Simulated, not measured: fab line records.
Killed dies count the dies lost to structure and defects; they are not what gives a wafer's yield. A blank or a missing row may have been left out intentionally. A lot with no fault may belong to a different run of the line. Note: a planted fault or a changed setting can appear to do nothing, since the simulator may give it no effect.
Chamber matching | flow gf180mcu | GF_V5_ETCH_16 on rieDiel-02 has 3 sister chambers
The step etches BARC in N2/H2. 18 wafers are shown with their chamber, then 7 later ones without.

## WAFERS, EACH WITH ITS CHAMBER
wafer  | chamber | drypumpMotorCurrentA (A) | oesProductAu (a.u.) | throttleValvePct (%)
L705.2 | 0       | 5.6                      | 0.857               | 13.219
L705.3 | 3       | 4.7                      | 0.856               | 13.223
L705.5 | 3       | 4.8                      | 0.857               | 13.240
L706.1 | 3       | 4.7                      | 0.851               | 13.213
L706.5 | 1       | 5.0                      | 0.848               | 13.239
L706.6 | 0       | 5.6                      | 0.861               | 13.235
L707.2 | 1       | 5.0                      | 0.853               | 13.219
L707.3 | 0       | 5.5                      | 0.857               | 13.227
L707.6 | 3       | 4.7                      | 0.852               | 13.224
L710.1 | 0       | 5.6                      | 0.853               | 13.226
L710.3 | 3       | 4.7                      | 0.850               | 13.239
L710.6 | 1       | 5.0                      | 0.854               | 13.220
L711.1 | 0       | 5.5                      | 0.844               | 13.227
L711.2 | 3       | 4.7                      | 0.860               | 13.227
L711.3 | 1       | 5.0                      | 0.857               | 13.226
L712.1 | 1       | 5.0                      | 0.849               | 13.221
L712.5 | 1       | 5.0                      | 0.851               | 13.228
L712.6 | 0       | 5.6                      | 0.853               | 13.225

SIGNATURES (means of the wafers above)
reading              | chamber 0 | chamber 1 | chamber 3 | scatter within a chamber
drypumpMotorCurrentA | 5.567     | 5.000     | 4.717     | 0.038
oesProductAu         | 0.85417   | 0.85200   | 0.85433   | 0.00449
throttleValvePct     | 13.22650  | 13.22550  | 13.22767  | 0.00793
Rule: distance of a wafer from a chamber = root of the sum over the readings of ((wafer's reading minus chamber's mean) / reading's scatter) squared. The wafer belongs to the nearest chamber; if the next one is less than 2 further off, it can't be placed. How the scatter is found: for the shown wafers, subtract from each reading the mean of its chamber, square and add these, divide the total by (wafers less chambers), then take the root.

## WAFERS MISSING THEIR CHAMBER
wafer  | drypumpMotorCurrentA (A) | oesProductAu (a.u.) | throttleValvePct (%)
L713.2 | 5.5                      | 0.856               | 13.237
L713.3 | 5.0                      | 0.845               | 13.235
L713.5 | 5.5                      | 0.849               | 13.226
L718.1 | 4.7                      | 0.855               | 13.209
L718.2 | 5.6                      | 0.845               | 13.229
L718.4 | 5.0                      | 0.854               | 13.227
L719.5 | 4.8                      | 0.847               | 13.244

## THE CHAMBER EACH PASSED THROUGH
wafer  | from the rows above | in truth
L713.2 | 0                   | 0
L713.3 | 1                   | 1
L713.5 | 0                   | 0
L718.1 | 3                   | 3
L718.2 | 0                   | 0
L718.4 | 1                   | 1
L719.5 | 3                   | 3
Correct placement for 7 of the 7. Not placeable from these rows: 0. Placed wrongly: 0.
